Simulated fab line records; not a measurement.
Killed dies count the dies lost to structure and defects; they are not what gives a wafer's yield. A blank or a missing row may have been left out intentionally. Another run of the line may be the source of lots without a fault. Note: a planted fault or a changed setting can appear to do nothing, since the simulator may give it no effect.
Split-lot trial + flow sfqLine + 22 wafers read from 5 lots, route of 325 steps

== SPLIT DETAILS ==
At SFQ_TRILAYER_L0_LITHO_EXPOSE_006 (exposes mask L0, target cd 2000 nm), the setting doseMj was moved away from the recipe's 14.4 on 9 of the 22 wafers read, by -6.3% to +2.2%. All remaining wafers had this setting at the recipe value.

== FROM THE SPLIT TO THE READING: what the file shows between them, 2 steps ==
- SFQ_TRILAYER_L0_LITHO_PEB_008: peb time 60 s
- SFQ_TRILAYER_L0_LITHO_DEVELOP_007: time 60 s

== THE READING ==
L0.cdNm (the simulator's own value, which no gauge read), in nm, at SFQ_TRILAYER_L0_BARC_OPEN_METAL_ETCH_010 (etches BARC in O2, target depth 125 nm, time 41.7 s). There is no usual value for it anywhere in the file. The 13 wafers here that ran the recipe average 1999 nm, standard deviation 1.3 nm.

| wafer  | tool, chamber at the split | doseMj as run | against the recipe | L0.cdNm, nm | against lot-mates on the recipe |
|--------|----------------------------|---------------|--------------------|-------------|---------------------------------|
| L075.1 | krfScanner-01, 0           | 14.4          | recipe             | 1998        | -                               |
| L075.3 | krfScanner-01, 0           | 14.01         | -2.7%              | 2003        | +5                              |
| L075.5 | krfScanner-01, 0           | 14.01         | -2.7%              | 2003        | +5                              |
| L075.4 | krfScanner-01, 0           | 14.4          | recipe             | 1999        | -                               |
| L075.6 | krfScanner-01, 0           | 14.4          | recipe             | 1997        | -                               |
| L076.1 | krfScanner-01, 0           | 14.4          | recipe             | 2000        | -                               |
| L076.2 | krfScanner-01, 0           | 14.4          | recipe             | 1999        | -                               |
| L076.3 | krfScanner-01, 0           | 14.4          | recipe             | 1999        | -                               |
| L076.5 | krfScanner-01, 0           | 13.49         | -6.3%              | 2010        | +11                             |
| L076.6 | krfScanner-01, 0           | 13.49         | -6.3%              | 2010        | +11                             |
| L077.1 | krfScanner-01, 0           | 13.51         | -6.2%              | 2012        | +10                             |
| L077.2 | krfScanner-01, 0           | 13.51         | -6.2%              | 2011        | +10                             |
| L077.4 | krfScanner-01, 0           | 13.51         | -6.2%              | 2011        | +10                             |
| L077.3 | krfScanner-01, 0           | 14.4          | recipe             | 2002        | -                               |
| L077.6 | krfScanner-01, 0           | 14.4          | recipe             | 2001        | -                               |
| L080.1 | krfScanner-01, 0           | 14.72         | +2.2%              | 1997        | -2                              |
| L080.2 | krfScanner-01, 0           | 14.72         | +2.2%              | 1994        | -5                              |
| L080.3 | krfScanner-01, 0           | 14.4          | recipe             | 1998        | -                               |
| L080.5 | krfScanner-01, 0           | 14.4          | recipe             | 1999        | -                               |
| L080.6 | krfScanner-01, 0           | 14.4          | recipe             | 2000        | -                               |
| L082.5 | krfScanner-01, 0           | 14.4          | recipe             | 1999        | -                               |
| L082.6 | krfScanner-01, 0           | 14.4          | recipe             | 1998        | -                               |

FIT RESULTS
A straight line over all 22 wafers: L0.cdNm changes by -1.83 nm for each +1% of doseMj; r = -0.97; the points scatter about the line by 1.3 nm.
The same after taking each lot's own level away (the mean of its wafers on the recipe; 22 wafers): -1.63 nm for each +1%; r = -0.99; scatter 0.77 nm.
According to that fit, moving doseMj by its largest amount changes the reading by 10 nm.
From 1998.0 to 2001.5 nm: that is the span of the lots' own levels, equal to 2.7 times the standard deviation above.
Thus the slope moves with the lot-to-lot level: the two fits are different.
Check: with one of the wafers moved furthest among these (-6.3%) left out of the fit, the line predicts +10.3 nm for it against its lot-mates. It came out at +10.7 nm against them.

== FURTHER SPLITS ON THESE WAFERS ==
Before the reading, these wafers also passed through other splits. Each is held against what the fit with the lots' levels taken away leaves over:
| other split on the same wafers        | wafers away from the commonest value | r with L0.cdNm (lot level and that fit taken away) |
|---------------------------------------|--------------------------------------|----------------------------------------------------|
| SFQ_TRILAYER_L0_DEP_SPUTTER_003 timeS | 9                                    | -0.34                                              |

== THE FILE'S OWN FIT ==
L0.cdNm changes by -1.68 nm for each +1% of doseMj, r = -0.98.
